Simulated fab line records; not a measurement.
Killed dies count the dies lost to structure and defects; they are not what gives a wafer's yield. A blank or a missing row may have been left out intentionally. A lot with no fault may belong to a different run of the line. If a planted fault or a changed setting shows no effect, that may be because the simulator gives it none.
Matching of chambers || flow sky130 || cmp-01 running SKY_FIELD_ISO_CMP_27: 4 sister chambers
The step polishes, stops on Si3N4, t overpolish 16 s, target thk 457.8 nm. 4 wafers are shown with their chamber, then 10 later ones without.

== WAFERS WITH THEIR CHAMBER ==
{"wafer": "L575.6", "chamber": 3, "motor_current_A (A)": 12.0}
{"wafer": "L580.5", "chamber": 1, "motor_current_A (A)": 11.2}
{"wafer": "L581.1", "chamber": 2, "motor_current_A (A)": 12.8}
{"wafer": "L581.2", "chamber": 0, "motor_current_A (A)": 10.3}

== WAFERS WHOSE CHAMBER IS MISSING ==
{"wafer": "L581.3", "motor_current_A (A)": 12.7}
{"wafer": "L586.1", "motor_current_A (A)": 9.6}
{"wafer": "L586.2", "motor_current_A (A)": 12.2}
{"wafer": "L586.3", "motor_current_A (A)": 12.2}
{"wafer": "L588.3", "motor_current_A (A)": 13.1}
{"wafer": "L588.4", "motor_current_A (A)": 12.5}
{"wafer": "L588.5", "motor_current_A (A)": 10.9}
{"wafer": "L591.1", "motor_current_A (A)": 12.0}
{"wafer": "L591.4", "motor_current_A (A)": 12.6}
{"wafer": "L591.6", "motor_current_A (A)": 12.2}

== WHICH CHAMBER EACH WENT THROUGH ==
{"wafer": "L581.3", "from the rows above": "can't be placed: 2 or 3", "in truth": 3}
{"wafer": "L586.1", "from the rows above": 0, "in truth": 0}
{"wafer": "L586.2", "from the rows above": "can't be placed: 3 or 2", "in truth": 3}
{"wafer": "L586.3", "from the rows above": "can't be placed: 3 or 2", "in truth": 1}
{"wafer": "L588.3", "from the rows above": 2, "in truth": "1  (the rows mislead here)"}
{"wafer": "L588.4", "from the rows above": "can't be placed: 2 or 3", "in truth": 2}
{"wafer": "L588.5", "from the rows above": "can't be placed: 1 or 0", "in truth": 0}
{"wafer": "L591.1", "from the rows above": 3, "in truth": 3}
{"wafer": "L591.4", "from the rows above": "can't be placed: 2 or 3", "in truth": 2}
{"wafer": "L591.6", "from the rows above": "can't be placed: 3 or 2", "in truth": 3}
Placed correctly: 2 of 10. From these rows, 7 cannot be placed; in 6 the true chamber is one of the candidates. Placed wrongly: 1.
How it was worked out, from the rows above alone: a wafer's distance from a chamber is the root of the sum, over the readings, of the square of ((its reading less the chamber's mean) divided by the reading's scatter). If the next closest chamber is less than 2 further off than the closest, the wafer can't be placed; otherwise it belongs to the closest. For every chamber, the mean is computed from those of its wafers that are shown. The scatter: with one shown wafer a chamber, the root of the mean of the squares of how far each hidden wafer lies from its nearest shown one.
